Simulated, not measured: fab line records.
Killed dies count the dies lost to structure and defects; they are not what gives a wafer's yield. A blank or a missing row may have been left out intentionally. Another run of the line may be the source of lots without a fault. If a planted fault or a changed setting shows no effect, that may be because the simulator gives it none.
One fault through the eyes of 2 desks    flow sky130    what lay behind the numbers comes last; until then each desk has only its own

THE TOOL OWNER'S DESK: rie si-02
The tool's own readings at SKY_FIELD_ISO_ETCH_17 (etches Si in HBr/Cl2/O2, target depth 342 nm, time 97.7 s): means of the sampled wafers that have a number, for each lot that ran on this tool. Any lot whose mean is over 4 standard deviations away from the usual mean is out of limits and marked OUT; that distance is given in the brackets.
Columns: A = drypump motor current A at SKY_FIELD_ISO_ETCH_17, usual 5.6 A; B = oes product au at SKY_FIELD_ISO_ETCH_17, usual 0.999 a.u.; C = throttle valve pct at SKY_FIELD_ISO_ETCH_17, usual 25.659 %
lot   first seen here  A    B                 C
L186  day 2 09:35      6.0  1.014             25.662
L188  day 2 20:35      5.7  0.991             25.661
L192  day 3 17:53      5.8  1.004             25.654
L193  day 3 22:35      5.8  0.997             25.661
L200  day 5 12:34      6.0  1.008             25.655
L203  day 6 05:25      5.8  0.886 (-10) OUT   25.733 (+7.4) OUT
L204  day 6 10:11      5.9  0.893 (-9.6) OUT  25.730 (+7.1) OUT
This desk finds L203, L204 out of limits, L203 being first, at day 6 05:25 (oes product au at SKY_FIELD_ISO_ETCH_17). L186, L188, L192, L193, L200: within limits.

THE METROLOGY DESK
What the gauges read, lot by lot, whatever tool the lot ran on: means of the sampled wafers that have a number. Any lot whose mean is over 4 standard deviations away from the usual mean is out of limits and marked OUT; that distance is given in the brackets.
Columns: A = FIELD_ISO_OXIDATION_00_THK at SKY_FIELD_ISO_THK_MEAS_02, usual 12.05 nm; B = FIELD_ISO_CVD_03_THK at SKY_FIELD_ISO_THK_MEAS_04, usual 164.0 nm
lot   first seen here  A      B
L186  day 1 16:38      11.92  162.6
L188  day 2 03:05      12.21  164.8
L191  day 2 17:38      12.17  162.2
L192  day 2 22:38      11.87  163.8
L193  day 3 03:41      11.58  163.8
L194  day 3 08:52      12.11  161.9
L200  day 4 17:13      12.13  164.5
L203  day 5 08:44      12.48  163.1
L204  day 5 12:07      12.24  163.9
L205  day 5 15:39      12.01  164.3
L206  day 5 21:05      11.98  163.9
L207  day 6 02:01      12.13  165.8
L208  day 6 06:38      12.17  161.8
This desk's verdict: no lot among the 13 shows anything out of limits.

BROUGHT TOGETHER
On L203, L204, at day 6 05:25, an alarm was possible from the tool owner's desk.
At the metrology desk, nothing out of limits was observed.
The metrology desk has L203, L204 on record, within its limits.
All the named lots went through SKY_FIELD_ISO_ETCH_17 on rie si-02.

WHAT THE SIMULATOR PUT IN
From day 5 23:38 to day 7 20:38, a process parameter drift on rie si-02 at SKY_FIELD_ISO_ETCH_17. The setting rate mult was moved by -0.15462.
Struck lots among those shown: L203, L204.
Delay in hours, fault start to first out-of-limits reading, by desk: the tool owner's desk at 6.
